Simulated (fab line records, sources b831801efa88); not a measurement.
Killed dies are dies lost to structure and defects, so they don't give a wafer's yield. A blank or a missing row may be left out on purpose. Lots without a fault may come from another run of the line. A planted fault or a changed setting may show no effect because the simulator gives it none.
fab line records | flow sky130
record lots=6 wafers=18 last_day=50
route steps=708 shown CAP2M@610 METAL4@621 PAD_OPEN@708
lots that met no fault: from a run of the same line without faults
start_h: hours from the record's first day to the start of the lot's first wafer shown | wait_h: hours since the lot's step before | " the same as in the row above | L1.1+2: a row that stands for several wafers | - no value, or no start given | * or withheld: withheld | < > ~ a bound
route shown NAME@n: a module of which the file shows steps, and the number in the route of the first | usual: mean/standard deviation of fault-free wafers | same: alike in all rows | chamber/n: place in a boat | sites: the reading at each site | _std_site: their standard deviation | _edge_site: outer sites' mean less inner sites' | radius_mm: how far each site lies from the wafer's centre | mask NAME#n: copy n | behind: the tool/chamber that last shaped the wafer | hold: why the lot was held/for how many hours/how that ended | device: the transistor (n, p or np) that didn't switch | end of line: the same wafers' tests at the end of the route | a step without rows: its recipe alone | killed: dies lost to structure and defects at the first sort, not the wafer's yield | map: a wafer's dies, x killed, . not, _ none there
set.NAME: the setting as run; set.NAME@STEP: as run at that earlier step | model.NAME: the simulator's own value behind a step, which no gauge read
lots at some steps of the route; a table a step, a row a wafer
services: from which hour (start_h, from the record's first day; less than 0 if before it) a tool's chamber was out of use, for how many hours, and why
## steps
# step SKY_CAP2M_COAT_07
# recipe resist=NOVOLAK spin_rpm=3000 resist_thk_nm=1140
# step SKY_CAP2M_SOFTBAKE_08
# recipe temp_c=90 time_s=60 resist=NOVOLAK
# step SKY_CAP2M_EXPOSE_09
# recipe mask_id=CAP2M na=0.6 source_shape=conventional sigma_outer=0.6 polarization=unpolarized target_cd_nm=1000 dose_mj=159
# step SKY_CAP2M_PEB_10
# recipe temp_c=withheld time_s=* resist=NOVOLAK
# step SKY_CAP2M_DEVELOP_11
# recipe resist=NOVOLAK developer=TMAH develop_time_s=60 dev_temp_c=23
# step SKY_CAP2M_OVL_MEAS_12
# usual CAP2M_OVL=-0.4/1.3
# columns lot.wafer tool chamber start_h wait_h CAP2M_OVL[nm]
L511.1 overlay-02 - 952.36 0.1 -0.5
L511.2 " - " " -0.4
L511.6 " - " " -1.9
L514.4 overlay-02 - 973.24 0.1 -0.1
L514.5 " - " " -1.1
L514.6 " - " " -0.3
L525.1 overlay-02 - 1069.98 0.1 1.7
L525.3 " - " " 0.5
L525.4 " - " " 0.9
L526.2 overlay-02 - 1086.57 0.1 2.8
L526.3 " - " " 0.4
L526.4 " - " " 0.4
L531.1 overlay-02 - 1105.21 0.1 -1.7
L531.2 " - " " -2.2
L531.6 " - " " -1.8
L533.4 overlay-01 - 1119.79 0.1 -1.3
L533.5 " - " " -0.7
L533.6 " - " " -1.9
# step SKY_CAP2M_METAL_ETCH_13
# recipe target_depth_nm=220 stop_on=SiO2 chemistry=Cl2/BCl3 target=TiN pressure_mtorr=10 icp_w=909.7 bias_w=48.5 Cl2_flow_sccm=60 bcl3_flow_sccm=30 time_s=62.9
# usual drypump_motor_current_A=5.8/0.37 oes_product_au=0.940/0.0068 throttle_valve_pct=21.903/0.0093
# columns lot.wafer tool chamber start_h wait_h drypump_motor_current_A oes_product_au rf_hours_counter_h throttle_valve_pct
L511.1 rie_metal-03 1 952.40 0.0 6.3 0.943 3 21.888
L511.2 " 0 " " 5.4 0.943 8 21.894
L511.6 " 0 " " 5.4 0.947 - 21.908
L514.4 rie_metal-03 1 973.29 0.0 6.3 0.942 - 21.904
L514.5 " 0 " " 5.4 0.942 - 21.895
L514.6 " 1 " " 6.3 0.944 - 21.901
L525.1 rie_metal-04 1 1070.01 0.0 6.0 0.952 12 21.896
L525.3 " 1 " " 6.0 0.937 - 21.891
L525.4 " 0 " " 5.7 0.939 - 21.906
L526.2 rie_metal-01 1 1086.60 0.0 5.7 0.944 10 21.919
L526.3 " 0 " " 5.3 0.937 - 21.911
L526.4 " 1 " " 5.7 0.930 - 21.911
L531.1 rie_metal-03 1 1105.25 0.0 6.3 0.937 14 21.907
L531.2 " 0 " " 5.4 0.935 19 21.913
L531.6 " 0 " " 5.4 0.938 - 21.910
L533.4 rie_metal-01 0 1119.84 0.0 5.3 0.948 - 21.890
L533.5 " 0 " " 5.3 0.952 - 21.887
L533.6 " 1 " " 5.7 0.937 - 21.903
# step SKY_CAP2M_STRIP_14
# recipe chemistry=O2/N2 power_w=1400 pressure_mtorr=1500 platen_temp_c=withheld o2_flow_sccm=3000 n2_flow_sccm=300 overash_fraction=0.5
# usual drypump_motor_current_A=5.7/0.35 oes_product_au=0.711/0.0044 strip_time_to_endpoint_s=12.63/0.043
# columns lot.wafer tool chamber start_h wait_h drypump_motor_current_A oes_product_au rf_hours_counter_h strip_time_to_endpoint_s
L511.1 plasma_asher-02 0 952.47 0.1 6.0 0.708 52 12.59
L511.2 " 1 " " 5.0 0.708 52 12.58
L511.6 " 0 " " 6.0 0.710 - 12.62
L514.4 plasma_asher-02 1 973.37 0.1 5.0 0.720 - 12.55
L514.5 " 1 " " 5.0 0.709 - 12.60
L514.6 " 0 " " 6.0 0.714 - 12.57
L525.1 plasma_asher-04 1 1070.09 0.1 5.8 0.718 32 12.54
L525.3 " 0 " " 5.8 0.712 - 12.56
L525.4 " 1 " " 5.8 0.702 - 12.62
L526.2 plasma_asher-01 1 1086.67 0.1 5.9 0.717 2 12.67
L526.3 " 0 " " 5.5 0.708 - 12.55
L526.4 " 1 " " 5.9 0.716 - 12.65
L531.1 plasma_asher-01 0 1105.33 0.1 5.5 0.712 4 12.62
L531.2 " 1 " " 5.9 0.706 4 12.59
L531.6 " 0 " " 5.5 0.713 - 12.63
L533.4 plasma_asher-01 0 1119.92 0.1 5.5 0.716 - 12.69
L533.5 " 1 " " 5.9 0.712 - 12.63
L533.6 " 0 " " 5.5 0.712 - 12.66
# step SKY_CAP2M_STRIP_15
# recipe chemistry=post_etch_residue_remover time_s=1200 temp_c=72.5
# step SKY_CAP2M_CLEAN_16
# recipe chemistry=IPA time_s=180 temp_c=25
# step SKY_CAP2M_CLEAN_17
# recipe chemistry=O3/DIW dry=n2_spin
# step SKY_METAL4_DEHYDRATE_05
# recipe temp_c=200 time_s=60
# step SKY_METAL4_HMDS_06
# recipe prime_time_s=60 prime_temp_c=120
# usual prime_temp_c=120.00/0.15
# columns lot.wafer tool chamber start_h wait_h prime_temp_c
L511.1 litho_track-01 0 964.26 0.1 120.14
L511.2 " 0 " " 120.29
L511.6 " 0 " " 120.33
L514.4 litho_track-03 0 985.79 0.1 119.98
L514.5 " 0 " " 119.75
L514.6 " 0 " " 119.88
L525.1 litho_track-01 0 1080.56 0.1 114.51
L525.3 " 0 " " 114.30
L525.4 " 0 " " 114.63
L526.2 litho_track-01 0 1097.14 0.1 114.70
L526.3 " 0 " " 114.87
L526.4 " 0 " " 114.80
L531.1 litho_track-02 0 1115.15 0.1 120.19
L531.2 " 0 " " 120.08
L531.6 " 0 " " 119.98
L533.4 litho_track-02 0 1129.58 0.1 119.72
L533.5 " 0 " " 119.98
L533.6 " 0 " " 120.08
# step SKY_METAL4_COAT_07
# recipe resist=BARC temp_c=withheld time_s=withheld spin_rpm=3000 resist_thk_nm=60
# step SKY_PAD_OPEN_PROBE_99
# usual defect_limited_yield=82.5/1.9 killed_at_M0_to_M3=44/7.2 killed_at_M4_up=3.0/1.8 killed_at_contacts=24/5.4 killed_at_front_end=14/4.4 killed_at_other=0.4/0.64 killed_dies=86/9.4 killed_open=47/7.7 killed_short=39/5.8 sort_bin_3_pad_short=0.9/0.38 sort_bin_5_function=10.3/1.4 sort_bin_6_memory=6.4/1.2 sort_n_pass=406/9.4 sort_yield_pct=82.5/1.9
# same gross_dies=492 killed_at_back_side=0 sort_bin_4_leakage[%]=0 sort_bin_8_speed[%]=0
# columns lot.wafer tool chamber start_h wait_h defect_limited_yield[%] killed_at_M0_to_M3 killed_at_M4_up killed_at_contacts killed_at_front_end killed_at_other killed_dies killed_open killed_short sort_bin_3_pad_short[%] sort_bin_5_function[%] sort_bin_6_memory[%] sort_n_pass sort_yield_pct[%]
L511.1 prober-01 - 1069.88 0.1 82.5 35 1 37 12 1 86 50 36 1.0 11.0 5.5 406 82.5
L511.2 prober-01 - 1069.93 0.1 82.9 42 2 23 15 2 84 42 42 0.4 10.0 6.7 408 82.9
L511.6 prober-01 - 1070.13 0.2 81.5 39 3 25 23 1 91 49 42 0.4 12.6 5.5 401 81.5
L514.4 prober-02 - 1089.56 0.2 82.5 47 7 16 16 0 86 43 43 1.0 9.8 6.7 406 82.5
L514.5 prober-02 - 1089.61 0.2 81.3 39 3 23 27 0 92 48 44 1.0 10.2 7.5 400 81.3
L514.6 prober-02 - 1089.66 0.2 84.1 28 3 28 19 0 78 51 27 0.8 10.8 4.3 414 84.1
L525.1 prober-01 - 1172.17 0.1 80.7 43 2 28 21 1 95 55 40 1.2 11.4 6.7 397 80.7
L525.3 prober-01 - 1172.27 0.2 82.9 41 3 21 19 0 84 43 41 0.8 9.3 6.9 408 82.9
L525.4 prober-01 - 1172.32 0.2 84.3 46 1 17 13 0 77 44 33 0.2 8.7 6.7 415 84.3
L526.2 prober-02 - 1187.42 0.1 79.9 61 7 22 9 0 99 54 45 1.0 11.4 7.7 393 79.9
L526.3 prober-02 - 1187.47 0.2 81.9 47 6 27 9 0 89 49 40 0.8 11.4 5.9 403 81.9
L526.4 prober-02 - 1187.52 0.2 79.9 45 7 33 14 0 99 55 44 1.0 12.8 6.3 393 79.9
L531.1 prober-02 - 1201.33 0.1 82.1 44 1 31 12 0 88 53 35 1.0 9.8 7.1 404 82.1
L531.2 prober-02 - 1201.38 0.1 85.0 30 4 29 11 0 74 40 34 0.6 8.3 6.1 418 85.0
L531.6 prober-02 - 1201.58 0.2 85.0 39 4 16 15 0 74 37 37 0.6 8.3 6.1 418 85.0
L533.4 prober-01 - 1210.94 0.2 81.1 54 2 29 8 0 93 54 39 1.2 12.4 5.3 399 81.1
L533.5 prober-01 - 1210.99 0.2 83.3 38 0 26 18 0 82 46 36 0.6 11.2 4.9 410 83.3
L533.6 prober-01 - 1211.04 0.2 81.1 47 3 28 14 1 93 44 49 1.2 11.8 5.9 399 81.1
# killed by level:class
L511.1 LI_CONTACT:geometric_particle:open=12 CONTACT:geometric_particle:open=11 VIA1:geometric_particle:open=9 LI_CONTACT:geometric_particle:short=5 VIA2:geometric_particle:open=5 VIA3:geometric_particle:short=5 FIELD_ISO:geometric_particle:short=4 CONTACT:geometric_particle:short=4
L511.2 LI_CONTACT:geometric_particle:open=10 VIA1:geometric_particle:open=8 METAL2:geometric_particle:short=8 VIA3:geometric_particle:open=8 CONTACT:geometric_particle:open=5 VIA1:geometric_particle:short=4 LOCAL_INTERCONNECT:geometric_particle:short=4 CONTACT:geometric_particle:short=4
L511.6 CONTACT:geometric_particle:open=10 VIA3:geometric_particle:open=9 VIA1:geometric_particle:open=7 METAL2:geometric_particle:short=7 FIELD_ISO:geometric_particle:open=6 LI_CONTACT:geometric_particle:open=6 CONTACT:geometric_particle:short=6 METAL1:geometric_particle:short=5
L514.4 VIA2:geometric_particle:open=12 METAL2:geometric_particle:short=9 VIA1:geometric_particle:open=6 VIA3:geometric_particle:short=6 CONTACT:geometric_particle:open=6 POLY_GATE:geometric_particle:open=5 METAL1:geometric_particle:short=5 FIELD_ISO:geometric_particle:short=4
L514.5 POLY_GATE:geometric_particle:short=8 CONTACT:geometric_particle:open=8 VIA1:geometric_particle:open=8 VIA2:geometric_particle:open=8 FIELD_ISO:geometric_particle:short=7 METAL1:geometric_particle:short=6 POLY_GATE:geometric_particle:open=5 LI_CONTACT:geometric_particle:open=5
L514.6 VIA3:geometric_particle:open=11 CONTACT:geometric_particle:open=11 LI_CONTACT:geometric_particle:open=9 VIA1:geometric_particle:open=7 POLY_GATE:geometric_particle:open=5 POLY_GATE:geometric_particle:short=5 FIELD_ISO:geometric_particle:open=4 FIELD_ISO:geometric_particle:short=4
L525.1 VIA1:geometric_particle:open=14 LI_CONTACT:geometric_particle:open=9 CONTACT:geometric_particle:open=8 VIA2:geometric_particle:open=8 VIA3:geometric_particle:open=7 POLY_GATE:geometric_particle:short=6 CONTACT:geometric_particle:short=6 METAL2:geometric_particle:short=6
L525.3 VIA1:geometric_particle:open=11 FIELD_ISO:geometric_particle:short=7 CONTACT:geometric_particle:open=7 CONTACT:geometric_particle:short=6 VIA2:geometric_particle:open=6 FIELD_ISO:geometric_particle:open=5 METAL2:geometric_particle:short=5 LI_CONTACT:geometric_particle:open=4
L525.4 VIA1:geometric_particle:open=13 CONTACT:geometric_particle:open=8 METAL1:geometric_particle:short=5 METAL2:geometric_particle:short=5 VIA2:geometric_particle:open=5 VIA1:geometric_particle:short=4 VIA2:geometric_particle:short=4 VIA3:geometric_particle:open=4
L526.2 VIA1:geometric_particle:open=12 LI_CONTACT:geometric_particle:open=10 CONTACT:geometric_particle:open=9 METAL1:geometric_particle:short=8 METAL4:geometric_particle:short=7 VIA2:geometric_particle:open=7 VIA2:geometric_particle:short=7 METAL2:geometric_particle:short=6
L526.3 VIA1:geometric_particle:open=13 LI_CONTACT:geometric_particle:open=10 CONTACT:geometric_particle:open=10 VIA1:geometric_particle:short=8 VIA2:geometric_particle:open=5 METAL1:geometric_particle:short=4 LI_CONTACT:geometric_particle:short=4 VIA3:geometric_particle:open=4
L526.4 CONTACT:geometric_particle:open=12 LI_CONTACT:geometric_particle:open=10 VIA1:geometric_particle:open=10 VIA2:geometric_particle:open=7 VIA2:geometric_particle:short=6 FIELD_ISO:geometric_particle:short=5 CONTACT:geometric_particle:short=5 METAL2:geometric_particle:short=5
L531.1 VIA1:geometric_particle:open=13 CONTACT:geometric_particle:open=12 VIA3:geometric_particle:open=9 LI_CONTACT:geometric_particle:open=8 LOCAL_INTERCONNECT:geometric_particle:short=6 METAL1:geometric_particle:short=5 POLY_GATE:geometric_particle:open=4 CONTACT:geometric_particle:short=4
L531.2 CONTACT:geometric_particle:open=10 LI_CONTACT:geometric_particle:open=8 METAL2:geometric_particle:short=6 VIA2:geometric_particle:open=6 CONTACT:geometric_particle:short=5 LOCAL_INTERCONNECT:geometric_particle:short=4 FIELD_ISO:geometric_particle:open=3 POLY_GATE:geometric_particle:short=3
L531.6 VIA1:geometric_particle:open=10 CONTACT:geometric_particle:open=6 METAL2:geometric_particle:short=6 METAL1:geometric_particle:short=5 VIA2:geometric_particle:open=5 POLY_GATE:geometric_particle:short=4 LOCAL_INTERCONNECT:geometric_particle:short=4 FIELD_ISO:geometric_particle:open=3
L533.4 VIA1:geometric_particle:open=11 CONTACT:geometric_particle:open=10 VIA2:geometric_particle:open=9 LI_CONTACT:geometric_particle:open=7 CONTACT:geometric_particle:short=7 METAL2:geometric_particle:short=6 VIA1:geometric_particle:short=6 FIELD_ISO:geometric_particle:short=5
L533.5 CONTACT:geometric_particle:open=10 VIA1:geometric_particle:open=9 CONTACT:geometric_particle:short=7 METAL1:geometric_particle:short=7 VIA3:geometric_particle:open=7 FIELD_ISO:geometric_particle:open=5 LOCAL_INTERCONNECT:geometric_particle:short=5 VIA2:geometric_particle:open=5
L533.6 CONTACT:geometric_particle:open=12 VIA1:geometric_particle:open=8 METAL3:geometric_particle:short=7 METAL1:geometric_particle:short=6 LI_CONTACT:geometric_particle:open=5 METAL2:geometric_particle:short=5 VIA3:geometric_particle:open=5 VIA2:geometric_particle:open=5
## services
# columns tool chamber start_h hours kind
rie_metal-01 - 934.53 28.1 pm
rie_metal-04 - 967.80 1.4 repair
rie_metal-01 - 993.61 0.2 repair
rie_metal-01 - 1003.69 1.4 pm
rie_metal-03 - 1038.25 0.4 repair
plasma_asher-01 - 1055.25 9.0 pm
plasma_asher-01 0 1055.25 9.0 vent_cycle
plasma_asher-01 1 1055.25 9.0 vent_cycle
plasma_asher-02 - 1060.20 0.7 repair
rie_metal-01 - 1062.38 15.6 pm
plasma_asher-01 0 1064.25 - clean
plasma_asher-01 1 1064.25 - clean
## key
first_sign step=SKY_METAL4_HMDS_06 reading=prime_temp_c direction=down sigmas=35 usual=* struck=*
effect none on later readings
met_at SKY_METAL4_HMDS_06
struck_wafers L525.1,L525.3,L525.4,L526.2,L526.3,L526.4
onset_between 964.26 1080.56
fault kind=process_parameter_drift tool=litho_track-01 chamber=- onset_h=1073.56 steps=SKY_METAL4_HMDS_06 channel=prime_temp_c offset=* shape=step end_h=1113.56 acts_in=* stated=*
